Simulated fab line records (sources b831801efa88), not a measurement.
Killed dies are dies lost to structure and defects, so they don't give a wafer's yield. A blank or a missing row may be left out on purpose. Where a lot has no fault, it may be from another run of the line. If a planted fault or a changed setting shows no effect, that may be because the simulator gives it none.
One fault seen from 2 desks ; flow sky130 ; each desk holds nothing but its own numbers, with what lay behind them at the end

## FOR THE TOOL OWNER'S DESK: cvd-w-01
The tool's own readings at SKY_LI_CONTACT_CVD_21 (deposits W, target thk 400 nm, time 120.56 s): means of the sampled wafers that have a number, for each lot that ran on this tool. A lot is out of limits, marked OUT, if its mean lies more than 4 standard deviations from the usual mean; the brackets give that distance.
Columns: A = chamber-pressure-Torr at SKY_LI_CONTACT_CVD_21, usual 40.00 Torr; B = heater-power-w at SKY_LI_CONTACT_CVD_21, usual 870 W; C = susceptor-temp-C at SKY_LI_CONTACT_CVD_21, usual 399.99 C
lot;first seen here;A;B;C
L935;day 28 18:17;40.04;769;399.77
L939;day 31 22:35;39.96;766;399.97
L947;day 33 09:41;39.99;758;399.90
L952;day 34 16:14;40.07;792;396.83 (-14) OUT
L953;day 34 22:56;39.96;795;396.69 (-14) OUT
This desk finds L952, L953 out of limits, L952 being first, at day 34 16:14 (susceptor-temp-C at SKY_LI_CONTACT_CVD_21). L935, L939, L947: within limits.

## AT THE METROLOGY DESK
What the gauges read, lot by lot, whatever tool the lot ran on: means of the sampled wafers that have a number. A lot is out of limits, marked OUT, if its mean lies more than 4 standard deviations from the usual mean; the brackets give that distance.
Columns: A = LI_CONTACT_W_RS at SKY_LI_CONTACT_RS_MEAS_22, usual 0.2851 ohm/sq; B = LI_CONTACT_W_THK at SKY_LI_CONTACT_THK_MEAS_23, usual 403 nm; C = LOCAL_INTERCONNECT_TIN_RS at SKY_LOCAL_INTERCONNECT_RS_MEAS_01, usual 13.77 ohm/sq
lot;first seen here;A;B;C
L935;day 28 18:25;0.2846;405;14.00
L937;day 29 13:59;0.2841;403;13.82
L940;day 31 18:04;0.2879;395;13.85
L939;day 31 22:44;0.2857;403;13.81
L942;day 32 09:21;0.2826;404;13.74
L943;day 32 13:14;0.2826;407;13.80
L947;day 33 09:49;0.2835;407;13.98
L946;day 33 12:30;0.2856;404;13.82
L952;day 34 16:21;0.3020 (+6.0) OUT;383 (-4.3) OUT;13.71
L953;day 34 23:03;0.3008 (+5.6) OUT;383 (-4.2) OUT;13.57
Per this desk, out of limits: L952, L953; the first was L952, day 34 16:21 (LI_CONTACT_W_RS at SKY_LI_CONTACT_RS_MEAS_22). L935, L937, L940, L939, L942, L943, L947, L946: within limits.

## ALL TOGETHER
On L952, L953, at day 34 16:14, an alarm was possible from the tool owner's desk.
At day 34 16:21 the metrology desk could have sounded an alarm, on L952, L953.
Of the lots named, all ran SKY_LI_CONTACT_CVD_21 on cvd-w-01.

## WHAT HAD BEEN PUT IN BY THE SIMULATOR
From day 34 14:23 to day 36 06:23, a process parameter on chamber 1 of cvd-w-01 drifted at SKY_LI_CONTACT_CVD_21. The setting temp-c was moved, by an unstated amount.
Struck lots among those shown: L952, L953.
Time in hours from fault onset to the first out-of-limits reading at each desk: tool owner's desk 2, metrology desk 2.
